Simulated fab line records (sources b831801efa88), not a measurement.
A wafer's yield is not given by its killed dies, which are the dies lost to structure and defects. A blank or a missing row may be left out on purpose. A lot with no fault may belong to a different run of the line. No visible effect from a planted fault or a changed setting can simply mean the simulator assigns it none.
A struck lot beside a sound one / flow sky130 / 14 out of 708 route steps
Sound: the wafers L163.1, L163.4, L163.6. Struck: wafers L149.1, L149.4, L149.6. The cause is named last.
Each step with rows lists, per side, the tool, then ch with its chambers, then its first start. Under that, the readings that differ: sound wafers / struck wafers / difference of the means / sigmas: that difference in standard deviations of wafers without a fault.
alike: a reading whose means differ by less than 2 such deviations, as well as words and numbers matching on both sides. not compared: withheld readings; readings where some wafer has no value; bounds like >300 that might hide an equal value; numbers whose values overlap and for which the record gives no deviation.
Wherever a step has rows on one side only, a row that says differs or no value, or a row with sigmas, the two part there. Non-overlapping numbers with no deviation appear without sigmas and do not part them. A reading that every wafer of one side lacks parts them only if that side has two wafers or more.

first, 5 steps without rows for these wafers: SKY_SONOS_TUNNEL_COAT_02 (resist thk 1140 nm); SKY_SONOS_TUNNEL_SOFTBAKE_03 (time 60 s); SKY_SONOS_TUNNEL_EXPOSE_04 (exposes mask TUNM, target cd 410 nm); SKY_SONOS_TUNNEL_PEB_05; SKY_SONOS_TUNNEL_DEVELOP_06 (develop time 60 s).
SKY_SONOS_TUNNEL_CD_MEAS_07: the cd target is 410 nm.
  struck on cd-sem-02, day 13 18:23; sound on cd-sem-01, day 18 14:36
  alike: cd-nm
SKY_SONOS_TUNNEL_OVL_MEAS_08:
  struck on overlay-01, day 13 18:30; sound on overlay-01, day 18 14:43
  alike: SONOS_TUNNEL_OVL
then, 3 steps without rows for these wafers: SKY_SONOS_TUNNEL_IMPLANT_09; SKY_SONOS_TUNNEL_WET_ETCH_10 (etches SiO2 in dHF, target depth 14 nm, time 280 s); SKY_SONOS_TUNNEL_STRIP_11 (strips in SPM, time 600 s).
SKY_SONOS_TUNNEL_TW_MEAS_12:
  struck on film-metro-03, day 13 18:57; sound on film-metro-03, day 18 15:10
  alike: SONOS_TUNNEL_TW
then, 1 step without rows for these wafers: SKY_SONOS_TUNNEL_CLEAN_13 (cleans in dHF, time 20 s).
SKY_SONOS_ONO_OXIDATION_00: stabilise 600 s, purge 300 s, target thk 2.6 nm.
  sound on furnace-02 ch 0, day 18 16:17; struck on furnace-02, day 13 19:35
  no value came back on the struck wafers for any of 5 readings (ox-temp-c (C), ox-temp-c-max and others); on the sound wafers ox-temp-c (C) reads 799.9 799.8 800.1
then, 1 step without rows for these wafers: SKY_SONOS_ONO_CVD_02 (deposits Si3N4 from DCS/NH3, target thk 10.5 nm, time 180 s).

WHERE THEY PART
Only at SKY_SONOS_ONO_OXIDATION_00, as far as this record shows.

WHY: what the simulator had put in
Step skipped in full: furnace-02, at SKY_SONOS_ONO_OXIDATION_00, from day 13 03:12 onward. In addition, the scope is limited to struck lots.
